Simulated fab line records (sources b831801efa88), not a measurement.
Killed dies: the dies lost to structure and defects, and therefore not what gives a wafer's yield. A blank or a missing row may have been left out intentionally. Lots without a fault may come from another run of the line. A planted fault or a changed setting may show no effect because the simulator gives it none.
Which tool is to blame?    flow gf180mcu    45 wafers from 15 lots sampled at 6 of the route's 602 steps

== WHAT EACH GAUGE READ, for each wafer ==
GF_STI_BOW_MEAS_00.
lot   measured     on            INCOMING_BOW (um)
L183  day 1 10:02  filmMetro-02  4 0 9
L184  day 1 15:01  filmMetro-02  8 1 -4
L185  day 1 20:01  filmMetro-03  -5 3 -5
L186  day 2 01:01  filmMetro-03  6 1 -2
L187  day 2 06:00  filmMetro-01  -2 -3 3
L189  day 2 16:01  filmMetro-02  2 -5 3
L190  day 2 21:00  filmMetro-02  1 -5 5
L191  day 3 02:00  filmMetro-01  5 -4 -4
L192  day 3 07:00  filmMetro-01  5 -11 -12
L194  day 3 17:00  filmMetro-02  13 2 2
L202  day 5 09:01  filmMetro-03  2 1 -3
L203  day 5 14:00  filmMetro-02  -8 7 14
L204  day 5 19:01  filmMetro-01  -9 -4 -5
L205  day 6 00:00  filmMetro-01  -5 5 3
L206  day 6 05:04  filmMetro-03  2 -3 3

GF_MVSD_OVL_MEAS_07.
lot   measured      on          MVSD_OVL (nm)
L183  day 4 13:11   overlay-01  1.0 0.5 2.5
L184  day 4 18:04   overlay-02  2.4 3.7 3.2
L185  day 5 00:44   overlay-02  1.3 1.0 2.1
L186  day 5 06:08   overlay-02  -0.2 1.1 1.4
L187  day 5 11:16   overlay-02  0.6 1.6 0.0
L189  day 6 00:56   overlay-02  -0.1 2.7 0.1
L190  day 6 04:20   overlay-01  1.6 0.4 1.8
L191  day 6 10:40   overlay-02  -0.5 -1.0 0.2
L192  day 6 17:58   overlay-01  0.7 2.1 1.1
L194  day 7 03:22   overlay-01  0.9 -0.5 -0.8
L202  day 9 06:29   overlay-01  0.4 -1.1 1.5
L203  day 9 11:51   overlay-01  0.6 0.6 1.1
L204  day 9 19:40   overlay-01  0.0 -1.6 1.8
L205  day 10 00:17  overlay-02  0.8 1.5 0.5
L206  day 10 05:26  overlay-01  0.4 1.4 0.8

GF_MVSD_TW_MEAS_11.
lot   measured      on            MVSD_TW
L183  day 4 13:38   filmMetro-04  1571 1578 1566
L184  day 4 18:30   filmMetro-01  1590 1585 1579
L185  day 5 01:11   filmMetro-02  1555 1558 1554
L186  day 5 06:35   filmMetro-01  1567 1567 1576
L187  day 5 11:43   filmMetro-02  1557 1559 1563
L189  day 6 01:22   filmMetro-04  30 30 30
L190  day 6 04:46   filmMetro-01  30 30 30
L191  day 6 11:07   filmMetro-02  30 30 30
L192  day 6 18:25   filmMetro-02  1569 1563 1569
L194  day 7 03:49   filmMetro-02  1579 1566 1572
L202  day 9 06:56   filmMetro-01  1585 1581 1586
L203  day 9 12:17   filmMetro-02  1570 1567 1574
L204  day 9 20:07   filmMetro-04  1572 1572 1564
L205  day 10 00:43  filmMetro-02  1577 1569 1580
L206  day 10 05:53  filmMetro-01  1586 1585 1588

GF_DUAL_GATE_OVL_MEAS_11.
lot   measured      on          DUAL_GATE_OVL (nm)
L183  day 8 14:23   overlay-02  -1.4 -2.6 -3.2
L184  day 8 21:28   overlay-01  -1.8 -1.7 -1.4
L185  day 9 01:10   overlay-01  -1.8 -0.6 -1.3
L186  day 9 09:18   overlay-02  0.5 0.7 -0.7
L187  day 9 15:55   overlay-02  2.7 1.9 2.5
L189  day 10 12:09  overlay-02  -1.8 1.5 -0.6
L190  day 10 19:54  overlay-01  -1.1 -1.8 0.5
L191  day 10 19:15  overlay-01  0.1 2.9 1.7
L192  day 11 05:09  overlay-01  -0.9 -1.0 -2.6
L194  day 11 17:27  overlay-02  -0.5 0.4 -0.9
L202  day 14 06:19  overlay-01  -1.4 -3.9 -3.0
L203  day 14 11:51  overlay-01  -2.7 -2.3 -2.5
L204  day 14 22:22  overlay-01  -1.3 -1.1 -1.3
L205  day 15 03:22  overlay-01  -3.3 -3.0 -1.9
L206  day 15 09:41  overlay-01  1.2 2.9 -0.9

== TOOL THAT RAN EACH LOT (tool first, then ch and the chambers of the sampled wafers, then the start) ==
lot   GF_LVPWELL_STRIP_10                 GF_MVSD_STRIP_10
L183  plasmaAsher-02 ch 0,1, day 3 22:55  plasmaAsher-03 ch 0,1, day 4 13:32
L184  plasmaAsher-01 ch 0,1, day 4 04:07  plasmaAsher-02 ch 0,1, day 4 18:23
L185  plasmaAsher-01 ch 0,1, day 4 10:23  plasmaAsher-03 ch 0, day 5 01:04
L186  plasmaAsher-04 ch 0,1, day 4 15:55  plasmaAsher-02 ch 0, day 5 06:28
L187  plasmaAsher-02 ch 0,1, day 4 20:07  plasmaAsher-01 ch 0,1, day 5 11:37
L189  plasmaAsher-04 ch 0,1, day 5 10:19  plasmaAsher-02 ch 0,1, day 6 01:16
L190  plasmaAsher-01 ch 0,1, day 5 14:43  plasmaAsher-03 ch 0,1, day 6 04:40
L191  plasmaAsher-04 ch 0,1, day 5 19:59  plasmaAsher-01 ch 0,1, day 6 11:01
L192  plasmaAsher-02 ch 0,1, day 6 01:56  plasmaAsher-01 ch 1, day 6 18:19
L194  plasmaAsher-04 ch 0,1, day 6 11:17  plasmaAsher-02 ch 0,1, day 7 03:43
L202  plasmaAsher-04 ch 1, day 8 13:17    plasmaAsher-02 ch 1, day 9 06:49
L203  plasmaAsher-02 ch 0,1, day 8 18:17  plasmaAsher-02 ch 0,1, day 9 12:11
L204  plasmaAsher-01 ch 0,1, day 9 02:26  plasmaAsher-01 ch 0,1, day 9 20:00
L205  plasmaAsher-01 ch 0,1, day 9 06:27  plasmaAsher-01 ch 1, day 10 00:37
L206  plasmaAsher-04 ch 0,1, day 9 12:50  plasmaAsher-03 ch 0,1, day 10 05:47
- GF_LVPWELL_STRIP_10: strips in O2/N2.
- GF_MVSD_STRIP_10: strips in O2/N2.

== WHAT THE TOOLS THEMSELVES READ (means of the sampled wafers that have a number; where no wafer has one, the mark that the record gives instead) ==
GF_LVPWELL_STRIP_10.
lot   tool            chamberPressureMTorr (mTorr)  drypumpMotorCurrentA (A)  heaterPowerW (W)  oesProductAu (a.u.)  stripTimeToEndpointS (s)
L183  plasmaAsher-02  1536.8                        5.7                       337               0.725                36.65
L184  plasmaAsher-01  1537.6                        6.1                       317               0.727                36.81
L185  plasmaAsher-01  1536.8                        6.1                       314               0.729                36.66
L186  plasmaAsher-04  1538.1                        5.9                       378               0.730                36.57
L187  plasmaAsher-02  1537.9                        5.8                       337               0.728                36.57
L189  plasmaAsher-04  -                             -                         -                 -                    -
L190  plasmaAsher-01  -                             -                         -                 -                    -
L191  plasmaAsher-04  -                             -                         -                 -                    -
L192  plasmaAsher-02  1536.3                        5.7                       337               0.728                36.79
L194  plasmaAsher-04  1536.2                        5.9                       358               0.730                36.87
L202  plasmaAsher-04  1537.4                        5.8                       383               0.727                36.79
L203  plasmaAsher-02  1537.6                        5.7                       342               0.728                36.85
L204  plasmaAsher-01  1538.6                        6.1                       320               0.727                36.73
L205  plasmaAsher-01  1537.1                        6.1                       314               0.723                36.80
L206  plasmaAsher-04  1536.9                        5.9                       371               0.722                36.67

GF_MVSD_STRIP_10.
lot   tool            chamberPressureMTorr (mTorr)  drypumpMotorCurrentA (A)  heaterPowerW (W)  oesProductAu (a.u.)  stripTimeToEndpointS (s)
L183  plasmaAsher-03  1500.7                        5.6                       285               0.723                36.99
L184  plasmaAsher-02  1499.0                        5.7                       338               0.724                37.01
L185  plasmaAsher-03  1499.6                        5.6                       279               0.722                37.04
L186  plasmaAsher-02  1500.7                        5.7                       328               0.723                36.97
L187  plasmaAsher-01  1499.0                        6.1                       316               0.721                37.02
L189  plasmaAsher-02  1501.3                        5.8                       338               0.740                81.32
L190  plasmaAsher-03  1500.0                        5.6                       287               0.742                81.38
L191  plasmaAsher-01  1501.0                        6.0                       318               0.744                81.62
L192  plasmaAsher-01  1500.1                        6.5                       299               0.714                36.94
L194  plasmaAsher-02  1499.9                        5.8                       339               0.727                37.06
L202  plasmaAsher-02  1499.8                        5.8                       343               0.724                36.96
L203  plasmaAsher-02  1500.0                        5.7                       337               0.724                37.02
L204  plasmaAsher-01  1499.3                        6.1                       317               0.727                37.02
L205  plasmaAsher-01  1500.1                        6.5                       305               0.722                37.04
L206  plasmaAsher-03  1500.7                        5.7                       290               0.724                37.18

== THE ANSWER, worked out from the rows above alone ==
Rule: what is usual is taken from the lots themselves. The widest of any qualifying gaps counts: lots, ordered by their means at a reading, are off when they make up no more than a third of the lots, leave a main group of 4 or more, and stand apart from it by 3 or more times the standard deviation of that group's means. Not used: any main group whose means are identical at the precision the tables above print for the reading. Also off: a lot with no number at a reading for which 4 or more lots have one. Where the step has rows for the other lots, those lots are counted as sound. The gauges are gone through in route order, then the tools' own readings, and for those a lot's mean is taken as printed above. The first step at which some lot is off is used, and at that step the reading that is off furthest; a lot without a number counts as furthest.
Off: L189, L190, L191, at GF_MVSD_TW_MEAS_11 (MVSD_TW). The main group: mean 1572, standard deviation 9.
If a tool, at a process step before that reading, ran all the lots that are off and no sound lot after the first of them, it fits. Not tried: the gauges at GF_MVSD_TW_MEAS_11; whatever is off there is also off at GF_LVPWELL_STRIP_10, on other tools, and gauge error can't account for it. None of those tried fits.

== WHAT THE SIMULATOR HAD PUT IN ==
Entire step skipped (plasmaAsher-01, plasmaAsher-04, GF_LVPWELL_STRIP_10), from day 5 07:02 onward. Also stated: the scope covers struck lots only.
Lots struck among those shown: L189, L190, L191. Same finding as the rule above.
